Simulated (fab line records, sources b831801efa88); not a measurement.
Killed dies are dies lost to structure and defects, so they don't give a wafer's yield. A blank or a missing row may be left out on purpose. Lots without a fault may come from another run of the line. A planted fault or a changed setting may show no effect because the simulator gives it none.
fab line records | flow sky130
record lots=5 wafers=15 last_day=50
route steps=708 shown POLY_CUT@315 SD_P@320 RES_XHIGH@332 SD_N@342
lots that met no fault: from a run of the same line without faults
start_h: hours from the record's first day to the start of the lot's first wafer shown | wait_h: hours since the lot's step before | " the same as in the row above | L1.1+2: a row that stands for several wafers | - no value, or no start given | * or withheld: withheld | < > ~ a bound
route shown NAME@n: a module of which the file shows steps, and the number in the route of the first | usual: mean/standard deviation of fault-free wafers | same: alike in all rows | chamber/n: place in a boat | sites: the reading at each site | _std_site: their standard deviation | _edge_site: outer sites' mean less inner sites' | radius_mm: how far each site lies from the wafer's centre | mask NAME#n: copy n | behind: the tool/chamber that last shaped the wafer | hold: why the lot was held/for how many hours/how that ended | device: the transistor (n, p or np) that didn't switch | end of line: the same wafers' tests at the end of the route | a step without rows: its recipe alone | killed: dies lost to structure and defects at the first sort, not the wafer's yield | map: a wafer's dies, x killed, . not, _ none there
set.NAME: the setting as run; set.NAME@STEP: as run at that earlier step | model.NAME: the simulator's own value behind a step, which no gauge read
lots at some steps of the route; a table a step, a row a wafer
services: from which hour (start_h, from the record's first day; less than 0 if before it) a tool's chamber was out of use, for how many hours, and why
## steps
# step SKY_POLY_CUT_CD_MEAS_08
# recipe target_cd_nm=270
# usual cd_nm=269.6/1.2
# columns lot.wafer tool chamber start_h wait_h cd_nm
L074.2 cd_sem-02 - 546.53 - 270.3
L074.3 " - " " 269.7
L074.6 " - " " 269.8
L079.3 cd_sem-01 - 600.72 - 268.7
L079.4 " - " " 268.6
L079.6 " - " " 268.3
L090.3 cd_sem-01 - 692.80 - 268.1
L090.4 " - " " 271.6
L090.6 " - " " 270.6
L096.1 cd_sem-02 - 738.21 - 270.1
L096.3 " - " " 271.1
L096.5 " - " " 270.0
L097.2 cd_sem-01 - 740.90 - 269.9
L097.4 " - " " 269.9
L097.5 " - " " 270.1
# step SKY_POLY_CUT_OVL_MEAS_09
# usual POLY_CUT_OVL=-2/4.3
# columns lot.wafer tool chamber start_h wait_h POLY_CUT_OVL[nm]
L074.2 overlay-02 - 546.63 0.1 -6
L074.3 " - " " -5
L074.6 " - " " -7
L079.3 overlay-01 - 600.81 0.1 -5
L079.4 " - " " 0
L079.6 " - " " -3
L090.3 overlay-01 - 692.89 0.1 -9
L090.4 " - " " -8
L090.6 " - " " -13
L096.1 overlay-01 - 738.33 0.1 -7
L096.3 " - " " 0
L096.5 " - " " 0
L097.2 overlay-02 - 741.01 0.1 0
L097.4 " - " " 1
L097.5 " - " " 0
# step SKY_POLY_CUT_ETCH_10
# recipe chemistry=N2/H2 target=BARC ion_energy_ev=200 source_w=500 bias_w=100 pressure_mtorr=30 n2_flow_sccm=100 h2_flow_sccm=200 stop_on=SiO2 time_s=45.9 target_depth_a=600
# usual drypump_motor_current_A=5.7/0.47 oes_product_au=0.855/0.005 throttle_valve_pct=13.226/0.0079
# columns lot.wafer tool chamber start_h wait_h drypump_motor_current_A oes_product_au rf_hours_counter_h throttle_valve_pct
L074.2 rie_diel-03 3 546.66 0.0 5.5 0.852 5 13.204
L074.3 " 1 " " 5.1 0.857 59 13.229
L074.6 " 1 " " 5.1 0.869 - 13.223
L079.3 rie_diel-02 1 600.84 0.0 5.4 0.854 0 13.223
L079.4 " 0 " " 5.4 0.849 68 13.224
L079.6 " 3 " " 6.2 0.853 - 13.231
L090.3 rie_diel-03 0 692.91 0.0 5.8 0.862 13 13.217
L090.4 " 0 " " 5.8 0.857 - 13.223
L090.6 " 1 " " 5.1 0.865 - 13.212
L096.1 rie_diel-04 2 738.36 0.0 5.9 0.859 2 13.234
L096.3 " 0 " " 5.8 0.856 9 13.223
L096.5 " 3 " " 6.0 0.855 - 13.215
L097.2 rie_diel-02 0 741.04 0.0 5.5 0.849 2 13.214
L097.4 " 1 " " 5.4 0.846 4 13.216
L097.5 " 0 " " 5.4 0.857 - 13.227
# step SKY_POLY_CUT_ETCH_11
# recipe target=Si3N4 chemistry=CF4/CH2F2/Ar stop_on=poly-Si source_w=600 bias_w=150 pressure_mtorr=40 cf4_flow_sccm=40 ch2f2_flow_sccm=20 Ar_flow_sccm=150 time_s=42.5 target_depth_a=600
# usual drypump_motor_current_A=5.7/0.46 oes_product_au=0.828/0.006 throttle_valve_pct=14.994/0.01
# columns lot.wafer tool chamber start_h wait_h drypump_motor_current_A oes_product_au rf_hours_counter_h throttle_valve_pct
L074.2 rie_diel-03 3 546.70 0.0 5.5 0.821 5 14.980
L074.3 " 1 " " 5.1 0.813 59 15.002
L074.6 " 1 " " 5.1 0.831 - 14.991
L079.3 rie_diel-02 1 600.88 0.0 5.3 0.839 1 14.988
L079.4 " 0 " " 5.5 0.821 68 15.004
L079.6 " 3 " " 6.1 0.824 - 14.993
L090.3 rie_diel-03 0 692.95 0.0 5.8 0.829 13 15.009
L090.4 " 0 " " 5.8 0.822 - 14.995
L090.6 " 1 " " 5.1 0.833 - 14.978
L096.1 rie_diel-04 2 738.40 0.0 5.9 0.817 2 14.983
L096.3 " 0 " " 5.8 0.815 9 14.982
L096.5 " 3 " " 6.0 0.815 - 14.983
L097.2 rie_diel-02 0 741.08 0.0 5.5 0.826 2 14.997
L097.4 " 1 " " 5.3 0.830 4 14.993
L097.5 " 0 " " 5.4 0.834 - 14.982
# step SKY_POLY_CUT_STRIP_12
# recipe chemistry=O2/N2 power_w=1400 pressure_mtorr=1500 platen_temp_c=withheld o2_flow_sccm=3000 n2_flow_sccm=300 overash_fraction=0.5
# usual drypump_motor_current_A=5.7/0.35 o2_flow_sccm=3002/8.3 oes_product_au=0.452/0.0046 strip_time_to_endpoint_s=5.359/0.015
# columns lot.wafer tool chamber start_h wait_h drypump_motor_current_A o2_flow_sccm oes_product_au rf_hours_counter_h strip_time_to_endpoint_s
L074.2 plasma_asher-04 0 546.74 0.0 5.8 3001 0.450 43 5.353
L074.3 " 0 " " 5.8 2995 0.456 - 5.385
L074.6 " 0 " " 5.8 3000 0.451 - 5.346
L079.3 plasma_asher-02 0 600.95 0.1 5.8 3001 0.449 - 5.355
L079.4 " 1 " " 5.1 3012 0.457 - 5.363
L079.6 " 1 " " 5.1 3015 0.453 - 5.373
L090.3 plasma_asher-02 0 693.03 0.1 5.9 3018 0.451 - 5.378
L090.4 " 1 " " 5.1 2999 0.449 - 5.364
L090.6 " 1 " " 5.1 3002 0.449 - 5.372
L096.1 plasma_asher-04 0 738.45 0.0 5.8 3007 0.457 62 5.345
L096.3 " 0 " " 5.8 3007 0.449 - 5.366
L096.5 " 0 " " 5.8 2994 0.456 - 5.327
L097.2 plasma_asher-04 1 741.12 0.0 6.2 3006 0.445 62 5.375
L097.4 " 1 " " 6.2 3008 0.452 - 5.370
L097.5 " 1 " " 6.2 3006 0.444 - 5.358
# step SKY_SD_P_DEHYDRATE_00
# recipe temp_c=200 time_s=60
# columns lot.wafer tool chamber start_h wait_h
L074.2+3+6 litho_track-04 0 561.21 14.4
L079.3+4+6 litho_track-01 0 615.46 14.5
L090.3+4+6 litho_track-02 0 706.72 13.7
L096.1+3+5 litho_track-04 0 751.39 12.9
L097.2+4+5 litho_track-01 0 754.63 13.5
# step SKY_SD_P_HMDS_01
# recipe prime_time_s=60 prime_temp_c=120
# columns lot.wafer tool chamber start_h wait_h
L074.2+3+6 litho_track-04 0 561.36 0.1
L079.3+4+6 litho_track-01 0 615.61 0.1
L090.3+4+6 litho_track-02 0 706.87 0.1
L096.1+3+5 litho_track-04 0 751.54 0.1
L097.2+4+5 litho_track-01 0 754.78 0.1
# step SKY_SD_P_COAT_02
# recipe resist=NOVOLAK spin_rpm=3000 resist_thk_nm=1140
# columns lot.wafer tool chamber start_h wait_h
L074.2+3+6 litho_track-04 0 561.51 0.1
L079.3+4+6 litho_track-01 0 615.76 0.1
L090.3+4+6 litho_track-02 0 707.02 0.1
L096.1+3+5 litho_track-04 0 751.69 0.1
L097.2+4+5 litho_track-01 0 754.93 0.1
# step SKY_SD_P_SOFTBAKE_03
# recipe temp_c=90 time_s=60 resist=NOVOLAK
# columns lot.wafer tool chamber start_h wait_h
L074.2+3+6 litho_track-04 0 561.66 0.1
L079.3+4+6 litho_track-01 0 615.91 0.1
L090.3+4+6 litho_track-02 0 707.17 0.1
L096.1+3+5 litho_track-04 0 751.84 0.1
L097.2+4+5 litho_track-01 0 755.08 0.1
# step SKY_SD_P_EXPOSE_04
# recipe mask_id=PSDM na=0.6 source_shape=conventional sigma_outer=0.6 polarization=unpolarized target_cd_nm=380 dose_mj=138
# columns lot.wafer tool chamber start_h wait_h mask
L074.2+3+6 iline_stepper-02 0 - - PSDM#0
L079.3+4+6 iline_stepper-01 0 - - PSDM#0
L090.3+4+6 iline_stepper-02 0 - - PSDM#0
L096.1+3+5 iline_stepper-01 0 - - PSDM#0
L097.2+4+5 iline_stepper-01 0 - - PSDM#0
# step SKY_SD_P_PEB_05
# recipe temp_c=withheld time_s=* resist=NOVOLAK
# columns lot.wafer tool chamber start_h wait_h
L074.2+3+6 litho_track-02 0 - -
L079.3+4+6 litho_track-04 0 - -
L090.3+4+6 litho_track-01 0 - -
L096.1+3+5 litho_track-01 0 - -
L097.2+4+5 litho_track-02 0 - -
# step SKY_SD_P_DEVELOP_06
# recipe resist=NOVOLAK developer=TMAH develop_time_s=60 dev_temp_c=23
# columns lot.wafer tool chamber start_h wait_h
L074.2+3+6 litho_track-02 0 576.70 0.1
L079.3+4+6 litho_track-04 0 630.34 0.1
L090.3+4+6 litho_track-01 0 720.31 0.1
L096.1+3+5 litho_track-01 0 764.86 0.1
L097.2+4+5 litho_track-02 0 768.70 0.1
# step SKY_SD_P_CD_MEAS_07
# recipe target_cd_nm=380
# usual cd_nm=380.1/2.4
# columns lot.wafer tool chamber start_h wait_h cd_nm
L074.2 cd_sem-02 - 576.84 0.1 379.8
L074.3 " - " " 383.5
L074.6 " - " " 379.3
L079.3 cd_sem-02 - 630.48 0.1 379.3
L079.4 " - " " 381.2
L079.6 " - " " 378.4
L090.3 cd_sem-02 - 720.45 0.1 381.8
L090.4 " - " " 378.7
L090.6 " - " " 378.7
L096.1 cd_sem-01 - 765.01 0.1 378.2
L096.3 " - " " 379.3
L096.5 " - " " 380.4
L097.2 cd_sem-01 - 768.84 0.1 383.4
L097.4 " - " " 381.4
L097.5 " - " " 382.6
# step SKY_SD_P_OVL_MEAS_08
# usual SD_P_OVL=-1.2/1.3
# columns lot.wafer tool chamber start_h wait_h SD_P_OVL[nm]
L074.2 overlay-02 - 576.95 0.1 -0.5
L074.3 " - " " -0.4
L074.6 " - " " -0.9
L079.3 overlay-01 - 630.57 0.1 -2.9
L079.4 " - " " -2.1
L079.6 " - " " -1.0
L090.3 overlay-02 - 720.54 0.1 -0.2
L090.4 " - " " -2.9
L090.6 " - " " -1.1
L096.1 overlay-02 - 765.13 0.1 0.0
L096.3 " - " " -0.6
L096.5 " - " " 1.4
L097.2 overlay-02 - 768.95 0.1 -2.3
L097.4 " - " " 1.3
L097.5 " - " " -1.0
# step SKY_SD_P_IMPLANT_09
# recipe species=BF2 energy_kev=20 dose_cm2=3e+15 tilt_deg=0
# columns lot.wafer tool chamber start_h wait_h
L074.2+3+6 implanter-01 0 577.00 0.0
L079.3+4+6 implanter-03 0 630.64 0.1
L090.3+4+6 implanter-03 0 720.61 0.1
L096.1+3+5 implanter-01 0 765.16 0.0
L097.2+4+5 implanter-01 0 769.00 0.0
# step SKY_SD_P_STRIP_10
# recipe chemistry=O2/N2 power_w=1400 pressure_mtorr=1500 platen_temp_c=withheld o2_flow_sccm=3000 n2_flow_sccm=300 overash_fraction=0.5
# usual drypump_motor_current_A=5.7/0.37 o2_flow_sccm=3001/9.3 oes_product_au=0.618/0.0046 strip_time_to_endpoint_s=17.49/0.043
# columns lot.wafer tool chamber start_h wait_h drypump_motor_current_A o2_flow_sccm oes_product_au rf_hours_counter_h strip_time_to_endpoint_s
L074.2 plasma_asher-02 0 577.13 0.1 5.9 3008 0.621 15 17.48
L074.3 " 0 " " 5.9 2991 0.622 - 17.46
L074.6 " 1 " " 5.1 3006 0.615 - 17.53
L079.3 plasma_asher-04 0 630.78 0.1 5.8 3010 0.613 - 17.48
L079.4 " 1 " " 6.2 3004 0.616 - 17.47
L079.6 " 0 " " 5.8 3009 0.617 - 17.45
L090.3 plasma_asher-04 1 720.75 0.1 6.2 2993 0.619 - 17.52
L090.4 " 0 " " 5.8 2999 0.621 - 17.53
L090.6 " 0 " " 5.8 2988 0.618 - 17.56
L096.1 plasma_asher-04 1 765.31 0.1 6.2 3000 0.609 65 17.42
L096.3 " 0 " " 5.8 3009 0.618 - 17.44
L096.5 " 1 " " 6.2 3010 0.616 - 17.42
L097.2 plasma_asher-02 1 769.13 0.1 5.1 3002 0.615 34 17.50
L097.4 " 1 " " 5.1 3011 0.620 - 17.49
L097.5 " 1 " " 5.1 3008 0.610 - 17.47
# step SKY_SD_P_TW_MEAS_11
# usual SD_P_TW=2835/15
# columns lot.wafer tool chamber start_h wait_h SD_P_TW
L074.2 film_metro-04 - 577.24 0.1 2848
L074.3 " - " " 2851
L074.6 " - " " 2845
L079.3 film_metro-02 - 630.86 0.1 2818
L079.4 " - " " 2830
L079.6 " - " " 2822
L090.3 film_metro-02 - 720.83 0.1 2831
L090.4 " - " " 2832
L090.6 " - " " 2840
L096.1 film_metro-02 - 765.41 0.1 2834
L096.3 " - " " 2846
L096.5 " - " " 2829
L097.2 film_metro-02 - 769.24 0.1 2832
L097.4 " - " " 2825
L097.5 " - " " 2804
# step SKY_RES_XHIGH_DEHYDRATE_00
# recipe temp_c=200 time_s=60
# columns lot.wafer tool chamber start_h wait_h
L074.2+3+6 litho_track-02 0 590.40 13.1
L079.3+4+6 litho_track-02 0 645.37 14.5
L090.3+4+6 litho_track-04 0 733.94 13.1
L096.1+3+5 litho_track-04 0 777.84 12.4
L097.2+4+5 litho_track-02 0 781.50 12.2
# step SKY_RES_XHIGH_HMDS_01
# recipe prime_time_s=60 prime_temp_c=120
# columns lot.wafer tool chamber start_h wait_h
L074.2+3+6 litho_track-02 0 590.55 0.1
L079.3+4+6 litho_track-02 0 645.52 0.1
L090.3+4+6 litho_track-04 0 734.09 0.1
L096.1+3+5 litho_track-04 0 777.99 0.1
L097.2+4+5 litho_track-02 0 781.65 0.1
# step SKY_RES_XHIGH_COAT_02
# recipe resist=NOVOLAK spin_rpm=3000 resist_thk_nm=1140
# columns lot.wafer tool chamber start_h wait_h
L074.2+3+6 litho_track-02 0 590.70 0.1
L079.3+4+6 litho_track-02 0 645.67 0.1
L090.3+4+6 litho_track-04 0 734.24 0.1
L096.1+3+5 litho_track-04 0 778.14 0.1
L097.2+4+5 litho_track-02 0 781.80 0.1
# step SKY_RES_XHIGH_SOFTBAKE_03
# recipe temp_c=90 time_s=60 resist=NOVOLAK
# columns lot.wafer tool chamber start_h wait_h
L074.2+3+6 litho_track-02 0 590.85 0.1
L079.3+4+6 litho_track-02 0 645.82 0.1
L090.3+4+6 litho_track-04 0 734.39 0.1
L096.1+3+5 litho_track-04 0 778.29 0.1
L097.2+4+5 litho_track-02 0 781.95 0.1
# step SKY_RES_XHIGH_EXPOSE_04
# recipe mask_id=URPM na=0.6 source_shape=conventional sigma_outer=0.6 polarization=unpolarized target_cd_nm=1270 dose_mj=140
# columns lot.wafer tool chamber start_h wait_h mask
L074.2+3+6 iline_stepper-01 0 - - URPM#0
L079.3+4+6 iline_stepper-02 0 - - URPM#0
L090.3+4+6 iline_stepper-01 0 - - URPM#0
L096.1+3+5 iline_stepper-01 0 - - URPM#0
L097.2+4+5 iline_stepper-01 0 - - URPM#0
# step SKY_RES_XHIGH_PEB_05
# recipe temp_c=withheld time_s=* resist=NOVOLAK
# columns lot.wafer tool chamber start_h wait_h
L074.2+3+6 litho_track-02 0 - -
L079.3+4+6 litho_track-03 0 - -
L090.3+4+6 litho_track-02 0 - -
L096.1+3+5 litho_track-03 0 - -
L097.2+4+5 litho_track-04 0 - -
# step SKY_RES_XHIGH_DEVELOP_06
# recipe resist=NOVOLAK developer=TMAH develop_time_s=60 dev_temp_c=23
# columns lot.wafer tool chamber start_h wait_h
L074.2+3+6 litho_track-02 0 605.15 0.1
L079.3+4+6 litho_track-03 0 659.88 0.1
L090.3+4+6 litho_track-02 0 747.72 0.1
L096.1+3+5 litho_track-03 0 791.53 0.1
L097.2+4+5 litho_track-04 0 794.86 0.1
# step SKY_RES_XHIGH_IMPLANT_07
# recipe species=BF2 energy_kev=20 dose_cm2=3.6e+14 tilt_deg=0
# columns lot.wafer tool chamber start_h wait_h
L074.2+3+6 implanter-01 0 605.30 0.1
L079.3+4+6 implanter-02 0 660.03 0.1
L090.3+4+6 implanter-01 0 747.87 0.1
L096.1+3+5 implanter-04 0 791.68 0.1
L097.2+4+5 implanter-04 0 795.01 0.1
# step SKY_RES_XHIGH_STRIP_08
# recipe chemistry=O2/N2 power_w=1400 pressure_mtorr=1500 platen_temp_c=withheld o2_flow_sccm=3000 n2_flow_sccm=300 overash_fraction=0.5
# usual drypump_motor_current_A=5.63/0.27 o2_flow_sccm=3000/9.8 oes_product_au=0.711/0.0049 strip_time_to_endpoint_s=14.28/0.046
# columns lot.wafer tool chamber start_h wait_h drypump_motor_current_A o2_flow_sccm oes_product_au rf_hours_counter_h strip_time_to_endpoint_s
L074.2 plasma_asher-04 0 605.42 0.1 5.79 3006 0.713 48 14.30
L074.3 " 1 " " 6.17 3007 0.709 - 14.28
L074.6 " 0 " " 5.81 3006 0.712 - 14.31
L079.3 plasma_asher-01 0 660.16 0.1 5.27 2990 0.716 - 14.29
L079.4 " 1 " " 5.54 2987 0.717 - 14.28
L079.6 " 1 " " 5.54 2993 0.712 - 14.30
L090.3 plasma_asher-03 1 748.01 0.1 5.45 2996 0.701 - 14.26
L090.4 " 0 " " 5.73 2991 0.714 - 14.26
L090.6 " 0 " " 5.71 2997 0.720 - 14.20
L096.1 plasma_asher-01 1 791.83 0.1 5.58 3005 0.713 98 14.23
L096.3 " 1 " " 5.57 3019 0.704 - 14.22
L096.5 " 1 " " 5.55 3012 0.703 - 14.20
L097.2 plasma_asher-04 0 795.14 0.1 5.80 2982 0.711 66 14.30
L097.4 " 1 " " 6.15 2995 0.707 - 14.29
L097.5 " 0 " " 5.79 2981 0.713 - 14.29
# step SKY_RES_XHIGH_TW_MEAS_09
# usual RES_XHIGH_TW=1648/11
# columns lot.wafer tool chamber start_h wait_h RES_XHIGH_TW
L074.2 film_metro-04 - 605.53 0.1 1647
L074.3 " - " " 1650
L074.6 " - " " 1662
L079.3 film_metro-02 - 660.25 0.1 1635
L079.4 " - " " 1631
L079.6 " - " " 1637
L090.3 film_metro-02 - 748.09 0.1 1647
L090.4 " - " " 1636
L090.6 " - " " 1632
L096.1 film_metro-02 - 791.93 0.1 1636
L096.3 " - " " 1635
L096.5 " - " " 1633
L097.2 film_metro-04 - 795.25 0.1 1656
L097.4 " - " " 1643
L097.5 " - " " 1661
# step SKY_SD_N_DEHYDRATE_00
# recipe temp_c=200 time_s=60
# columns lot.wafer tool chamber start_h wait_h
L074.2+3+6 litho_track-01 0 619.48 13.9
L079.3+4+6 litho_track-02 0 674.17 13.9
L090.3+4+6 litho_track-01 0 761.26 13.2
L096.1+3+5 litho_track-01 0 804.46 12.5
L097.2+4+5 litho_track-03 0 807.36 12.1
# step SKY_SD_N_HMDS_01
# recipe prime_time_s=60 prime_temp_c=120
# columns lot.wafer tool chamber start_h wait_h
L074.2+3+6 litho_track-01 0 619.63 0.1
L079.3+4+6 litho_track-02 0 674.32 0.1
L090.3+4+6 litho_track-01 0 761.41 0.1
L096.1+3+5 litho_track-01 0 804.61 0.1
L097.2+4+5 litho_track-03 0 807.51 0.1
# step SKY_SD_N_COAT_02
# recipe resist=NOVOLAK spin_rpm=3000 resist_thk_nm=1140
# columns lot.wafer tool chamber start_h wait_h
L074.2+3+6 litho_track-01 0 619.78 0.1
L079.3+4+6 litho_track-02 0 674.47 0.1
L090.3+4+6 litho_track-01 0 761.56 0.1
L096.1+3+5 litho_track-01 0 804.76 0.1
L097.2+4+5 litho_track-03 0 807.66 0.1
# step SKY_SD_N_SOFTBAKE_03
# recipe temp_c=90 time_s=60 resist=NOVOLAK
# columns lot.wafer tool chamber start_h wait_h
L074.2+3+6 litho_track-01 0 619.93 0.1
L079.3+4+6 litho_track-02 0 674.62 0.1
L090.3+4+6 litho_track-01 0 761.71 0.1
L096.1+3+5 litho_track-01 0 804.91 0.1
L097.2+4+5 litho_track-03 0 807.81 0.1
# step SKY_SD_N_EXPOSE_04
# recipe mask_id=NSDM na=0.6 source_shape=conventional sigma_outer=0.6 polarization=unpolarized target_cd_nm=380 dose_mj=141
# columns lot.wafer tool chamber start_h wait_h mask
L074.2+3+6 iline_stepper-01 0 - - NSDM#0
L079.3+4+6 iline_stepper-02 0 - - NSDM#0
L090.3+4+6 iline_stepper-01 0 - - NSDM#0
L096.1+3+5 iline_stepper-01 0 - - NSDM#0
L097.2+4+5 iline_stepper-01 0 - - NSDM#0
# step SKY_SD_N_PEB_05
# recipe temp_c=withheld time_s=* resist=NOVOLAK
# columns lot.wafer tool chamber start_h wait_h
L074.2+3+6 litho_track-01 0 - -
L079.3+4+6 litho_track-01 0 - -
L090.3+4+6 litho_track-03 0 - -
L096.1+3+5 litho_track-03 0 - -
L097.2+4+5 litho_track-01 0 - -
# step SKY_SD_N_DEVELOP_06
# recipe resist=NOVOLAK developer=TMAH develop_time_s=60 dev_temp_c=23
# columns lot.wafer tool chamber start_h wait_h
L074.2+3+6 litho_track-01 0 634.68 0.1
L079.3+4+6 litho_track-01 0 688.31 0.1
L090.3+4+6 litho_track-03 0 775.03 0.1
L096.1+3+5 litho_track-03 0 817.88 0.1
L097.2+4+5 litho_track-01 0 821.48 0.1
# step SKY_SD_N_CD_MEAS_07
# recipe target_cd_nm=380
# usual cd_nm=380.6/2.3
# columns lot.wafer tool chamber start_h wait_h cd_nm
L074.2 cd_sem-01 - 634.83 0.1 382.3
L074.3 " - " " 384.2
L074.6 " - " " 381.1
L079.3 cd_sem-01 - 688.45 0.1 378.3
L079.4 " - " " 378.3
L079.6 " - " " 377.3
L090.3 cd_sem-02 - 775.17 0.1 382.3
L090.4 " - " " 383.2
L090.6 " - " " 383.3
L096.1 cd_sem-02 - 818.03 0.1 381.0
L096.3 " - " " 379.0
L096.5 " - " " 381.7
L097.2 cd_sem-01 - 821.68 0.2 376.4
L097.4 " - " " 377.4
L097.5 " - " " 376.6
# step SKY_SD_N_OVL_MEAS_08
# usual SD_N_OVL=0.0/1.5
# columns lot.wafer tool chamber start_h wait_h SD_N_OVL[nm]
L074.2 overlay-01 - 634.93 0.1 1.1
L074.3 " - " " 0.8
L074.6 " - " " 0.4
L079.3 overlay-01 - 688.54 0.1 -1.6
L079.4 " - " " -1.9
L079.6 " - " " 1.3
L090.3 overlay-02 - 775.26 0.1 0.0
L090.4 " - " " -1.0
L090.6 " - " " -1.8
L096.1 overlay-01 - 818.15 0.1 -3.0
L096.3 " - " " -2.8
L096.5 " - " " -1.1
L097.2 overlay-01 - 821.79 0.1 1.4
L097.4 " - " " -2.0
L097.5 " - " " 1.5
# step SKY_SD_N_IMPLANT_09
# recipe species=As energy_kev=50 dose_cm2=4e+15 tilt_deg=0
# columns lot.wafer tool chamber start_h wait_h
L074.2+3+6 implanter-02 0 634.99 0.0
L079.3+4+6 implanter-04 0 688.61 0.1
L090.3+4+6 implanter-03 0 775.34 0.1
L096.1+3+5 implanter-04 0 818.19 0.0
L097.2+4+5 implanter-02 0 821.84 0.0
# step SKY_SD_N_IMPLANT_10
# recipe species=P energy_kev=20 dose_cm2=1e+14 tilt_deg=0
# columns lot.wafer tool chamber start_h wait_h
L074.2+3+6 implanter-02 0 635.14 0.1
L079.3+4+6 implanter-04 0 688.76 0.1
L090.3+4+6 implanter-03 0 775.49 0.1
L096.1+3+5 implanter-04 0 818.34 0.1
L097.2+4+5 implanter-02 0 821.99 0.1
# step SKY_SD_N_STRIP_11
# recipe chemistry=O2/N2 power_w=1400 pressure_mtorr=1500 platen_temp_c=withheld o2_flow_sccm=3000 n2_flow_sccm=300 overash_fraction=0.5
# usual drypump_motor_current_A=5.51/0.27 o2_flow_sccm=3001/8.1 oes_product_au=0.527/0.0045 strip_time_to_endpoint_s=22.56/0.048
# columns lot.wafer tool chamber start_h wait_h drypump_motor_current_A o2_flow_sccm oes_product_au rf_hours_counter_h strip_time_to_endpoint_s
L074.2 plasma_asher-03 1 635.26 0.1 5.49 2994 0.532 92 22.46
L074.3 " 1 " " 5.49 2998 0.525 - 22.48
L074.6 " 0 " " 5.72 3005 0.532 - 22.50
L079.3 plasma_asher-01 1 688.90 0.1 5.55 3004 0.536 - 22.54
L079.4 " 0 " " 5.32 2996 0.535 - 22.53
L079.6 " 1 " " 5.58 3013 0.527 - 22.60
L090.3 plasma_asher-02 1 775.62 0.1 5.08 3008 0.534 - 22.52
L090.4 " 0 " " 5.89 3007 0.522 - 22.50
L090.6 " 0 " " 5.90 3001 0.526 - 22.51
L096.1 plasma_asher-03 0 818.49 0.1 5.75 3006 0.532 8 22.58
L096.3 " 1 " " 5.51 3001 0.531 - 22.56
L096.5 " 0 " " 5.75 3009 0.527 - 22.59
L097.2 plasma_asher-01 0 822.12 0.1 5.33 2989 0.521 100 22.59
L097.4 " 1 " " 5.54 2986 0.527 - 22.60
L097.5 " 1 " " 5.53 2999 0.528 - 22.64
# step SKY_SD_N_TW_MEAS_12
# usual SD_N_TW=3995/32
# columns lot.wafer tool chamber start_h wait_h SD_N_TW
L074.2 film_metro-04 - 635.37 0.1 4001
L074.3 " - " " 4022
L074.6 " - " " 4020
L079.3 film_metro-02 - 688.98 0.1 3960
L079.4 " - " " 3950
L079.6 " - " " 3964
L090.3 film_metro-04 - 775.71 0.1 4067
L090.4 " - " " 4038
L090.6 " - " " 4073
L096.1 film_metro-01 - 818.59 0.1 4021
L096.3 " - " " 4046
L096.5 " - " " 4024
L097.2 film_metro-02 - 822.23 0.1 3960
L097.4 " - " " 3961
L097.5 " - " " 3949
# step SKY_SD_N_CLEAN_13
# recipe chemistry=SC1/SC2 mix=1:4:20 temp_c=70 time_s=150 dry=n2_spin
# columns lot.wafer tool chamber start_h wait_h
L074.2+3+6 wet_bench-04 1 635.42 0.0
L079.3+4+6 wet_bench-03 3 689.02 0.0
L090.3+4+6 wet_bench-03 3 775.75 0.0
L096.1+3+5 wet_bench-04 3 818.65 0.1
L097.2+4+5 wet_bench-04 1 822.28 0.0
# step SKY_SD_N_RTA_14
# recipe temp_c=1075 time_s=2 idle_temp_c=650 ramp_up_c_per_s=150 ramp_down_c_per_s=90 ambient=N2
# usual lamp_power_pct=15.73/0.057 wafer_temp_C_max=1078.2/1.3
# columns lot.wafer tool chamber start_h wait_h lamp_power_pct wafer_temp_C_max
L074.2 rtp_anneal-02 0 635.48 0.0 15.79 1079.5
L074.3 " 0 " " 15.76 1079.4
L074.6 " 0 " " 15.73 1079.1
L079.3 rtp_anneal-01 0 689.10 0.0 15.78 1079.9
L079.4 " 0 " " 15.63 1077.8
L079.6 " 0 " " 15.81 1080.2
L090.3 rtp_anneal-02 0 775.84 0.0 15.79 1080.1
L090.4 " 0 " " 15.74 1076.3
L090.6 " 0 " " 15.79 1079.4
L096.1 rtp_anneal-01 0 818.70 0.0 15.85 1081.1
L096.3 " 0 " " 15.66 1077.5
L096.5 " 0 " " 15.67 1077.8
L097.2 rtp_anneal-02 0 822.34 0.0 15.75 1077.0
L097.4 " 0 " " 15.74 1078.2
L097.5 " 0 " " 15.74 1080.3
# step SKY_SD_N_RS_MEAS_16
# recipe thk_meas_gauge=four-point-probe
# usual SD_N_RS=68.53/0.12
# columns lot.wafer tool chamber start_h wait_h SD_N_RS[ohm/sq]
L074.2 film_metro-02 - 635.67 0.1 68.31
L074.3 " - " " 68.34
L074.6 " - " " 68.37
L079.3 film_metro-01 - 689.30 0.1 68.49
L079.4 " - " " 68.61
L079.6 " - " " 68.54
L090.3 film_metro-01 - 776.07 0.1 68.48
L090.4 " - " " 68.61
L090.6 " - " " 68.34
L096.1 film_metro-04 - 818.87 0.1 68.39
L096.3 " - " " 68.67
L096.5 " - " " 68.54
L097.2 film_metro-01 - 822.52 0.1 68.56
L097.4 " - " " 68.46
L097.5 " - " " 68.38
# step SKY_SD_N_RS_MEAS_17
# recipe thk_meas_gauge=four-point-probe
# usual SD_P_RS=147.1/0.44
# columns lot.wafer tool chamber start_h wait_h SD_P_RS[ohm/sq]
L074.2 film_metro-02 - 635.79 0.1 147.1
L074.3 " - " " 146.7
L074.6 " - " " 146.5
L079.3 film_metro-01 - 689.42 0.1 147.3
L079.4 " - " " 147.4
L079.6 " - " " 147.6
L090.3 film_metro-01 - 776.19 0.1 146.7
L090.4 " - " " 147.0
L090.6 " - " " 146.2
L096.1 film_metro-04 - 818.99 0.1 146.7
L096.3 " - " " 147.1
L096.5 " - " " 146.7
L097.2 film_metro-01 - 822.64 0.1 147.3
L097.4 " - " " 146.6
L097.5 " - " " 147.2
## services
# columns tool chamber start_h hours kind
implanter-04 - 532.47 1.2 repair
iline_stepper-02 - 549.78 2.1 pm
implanter-03 - 550.90 5.9 repair
plasma_asher-02 - 559.34 2.8 pm
iline_stepper-02 - 562.20 7.9 repair
rie_diel-03 0 568.64 2.9 repair
iline_stepper-01 - 575.26 6.2 repair
implanter-03 - 576.09 0.7 repair
implanter-04 - 579.97 2.9 pm
implanter-02 - 585.13 2.5 pm
iline_stepper-01 - 585.20 4.4 pm
implanter-03 - 588.69 5.3 pm
plasma_asher-02 - 604.04 1.7 repair
implanter-04 - 636.03 2.0 repair
implanter-02 - 640.78 2.5 repair
plasma_asher-04 - 648.97 0.6 repair
implanter-01 - 659.81 18.7 pm
implanter-01 - 694.12 15.3 repair
iline_stepper-01 - 740.71 1.7 pm
implanter-04 - 748.35 0.7 repair
plasma_asher-04 - 770.17 4.3 pm
plasma_asher-04 - 774.50 14.6 pm
iline_stepper-01 - 786.74 11.5 repair
implanter-02 - 792.88 3.2 pm
## key
fault none
